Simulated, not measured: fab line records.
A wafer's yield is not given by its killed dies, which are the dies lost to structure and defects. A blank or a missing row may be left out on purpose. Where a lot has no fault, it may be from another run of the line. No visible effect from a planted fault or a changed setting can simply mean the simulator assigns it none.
Chamber matching :: flow sky130 :: 4 sister chambers for SKY_VIA1_ETCH_14 on rie-diel-02
The step etches BARC in N2/H2, stops on SiO2, time 45.9 s, target depth 60 nm. 16 wafers are shown with their chamber, then 8 later ones without.

== EACH WAFER AND ITS CHAMBER ==
wafer: L528.1
chamber: 3
drypump-motor-current-A (A): 6.4
oes-product-au (a.u.): 0.860
throttle-valve-pct (%): 13.231

wafer: L528.2
chamber: 2
drypump-motor-current-A (A): 5.4
oes-product-au (a.u.): 0.846
throttle-valve-pct (%): 13.219

wafer: L528.5
chamber: 2
drypump-motor-current-A (A): 5.4
oes-product-au (a.u.): 0.849
throttle-valve-pct (%): 13.236

wafer: L529.1
chamber: 0
drypump-motor-current-A (A): 6.1
oes-product-au (a.u.): 0.855
throttle-valve-pct (%): 13.212

wafer: L529.3
chamber: 2
drypump-motor-current-A (A): 5.4
oes-product-au (a.u.): 0.855
throttle-valve-pct (%): 13.233

wafer: L529.5
chamber: 0
drypump-motor-current-A (A): 6.1
oes-product-au (a.u.): 0.862
throttle-valve-pct (%): 13.220

wafer: L531.2
chamber: 2
drypump-motor-current-A (A): 5.4
oes-product-au (a.u.): 0.849
throttle-valve-pct (%): 13.213

wafer: L531.3
chamber: 1
drypump-motor-current-A (A): 6.2
oes-product-au (a.u.): 0.854
throttle-valve-pct (%): 13.244

wafer: L531.4
chamber: 0
drypump-motor-current-A (A): 6.1
oes-product-au (a.u.): 0.848
throttle-valve-pct (%): 13.214

wafer: L538.1
chamber: 2
drypump-motor-current-A (A): 5.4
oes-product-au (a.u.): 0.851
throttle-valve-pct (%): 13.200

wafer: L538.3
chamber: 3
drypump-motor-current-A (A): 6.4
oes-product-au (a.u.): 0.851
throttle-valve-pct (%): 13.226

wafer: L538.5
chamber: 1
drypump-motor-current-A (A): 6.3
oes-product-au (a.u.): 0.850
throttle-valve-pct (%): 13.215

wafer: L541.1
chamber: 3
drypump-motor-current-A (A): 6.4
oes-product-au (a.u.): 0.853
throttle-valve-pct (%): 13.206

wafer: L541.2
chamber: 1
drypump-motor-current-A (A): 6.2
oes-product-au (a.u.): 0.851
throttle-valve-pct (%): 13.235

wafer: L541.4
chamber: 0
drypump-motor-current-A (A): 6.1
oes-product-au (a.u.): 0.855
throttle-valve-pct (%): 13.226

wafer: L543.2
chamber: 1
drypump-motor-current-A (A): 6.2
oes-product-au (a.u.): 0.859
throttle-valve-pct (%): 13.204

SIGNATURES (averages over the wafers above)
reading: drypump-motor-current-A
chamber 0: 6.100
chamber 1: 6.225
chamber 2: 5.400
chamber 3: 6.400
scatter within a chamber: 0.025

reading: oes-product-au
chamber 0: 0.85500
chamber 1: 0.85350
chamber 2: 0.85000
chamber 3: 0.85467
scatter within a chamber: 0.00443

reading: throttle-valve-pct
chamber 0: 13.21800
chamber 1: 13.22450
chamber 2: 13.22020
chamber 3: 13.22100
scatter within a chamber: 0.014
Rule: for each reading, subtract the chamber's mean from the wafer's reading, divide by that reading's scatter and square the result; add these up over the readings and take the root, which gives the wafer's distance from the chamber. If the next closest chamber is less than 2 further off than the closest, the wafer can't be placed; otherwise it belongs to the closest. How the scatter is found: for the shown wafers, subtract from each reading the mean of its chamber, square and add these, divide the total by (wafers less chambers), then take the root.

== WAFERS MISSING THEIR CHAMBER ==
wafer: L543.4
drypump-motor-current-A (A): 6.4
oes-product-au (a.u.): 0.847
throttle-valve-pct (%): 13.234

wafer: L543.5
drypump-motor-current-A (A): 6.1
oes-product-au (a.u.): 0.856
throttle-valve-pct (%): 13.218

wafer: L545.1
drypump-motor-current-A (A): 5.4
oes-product-au (a.u.): 0.843
throttle-valve-pct (%): 13.225

wafer: L545.3
drypump-motor-current-A (A): 6.1
oes-product-au (a.u.): 0.852
throttle-valve-pct (%): 13.234

wafer: L545.6
drypump-motor-current-A (A): 6.2
oes-product-au (a.u.): 0.856
throttle-valve-pct (%): 13.216

wafer: L548.1
drypump-motor-current-A (A): 6.3
oes-product-au (a.u.): 0.858
throttle-valve-pct (%): 13.214

wafer: L548.3
drypump-motor-current-A (A): 6.4
oes-product-au (a.u.): 0.865
throttle-valve-pct (%): 13.229

wafer: L548.6
drypump-motor-current-A (A): 5.4
oes-product-au (a.u.): 0.856
throttle-valve-pct (%): 13.218

== WHICH CHAMBER EACH ONE RAN IN ==
wafer: L543.4
from the rows above: 3
in truth: 3

wafer: L543.5
from the rows above: 0
in truth: 0

wafer: L545.1
from the rows above: 2
in truth: 2

wafer: L545.3
from the rows above: 0
in truth: 0

wafer: L545.6
from the rows above: 1
in truth: 1

wafer: L548.1
from the rows above: can't be placed: 1 or 3
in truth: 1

wafer: L548.3
from the rows above: 3
in truth: 3

wafer: L548.6
from the rows above: 2
in truth: 2
7 of 8 placed correctly. These rows do not allow placing 1 (true chamber among the candidates in 1). Placed wrongly: 0.
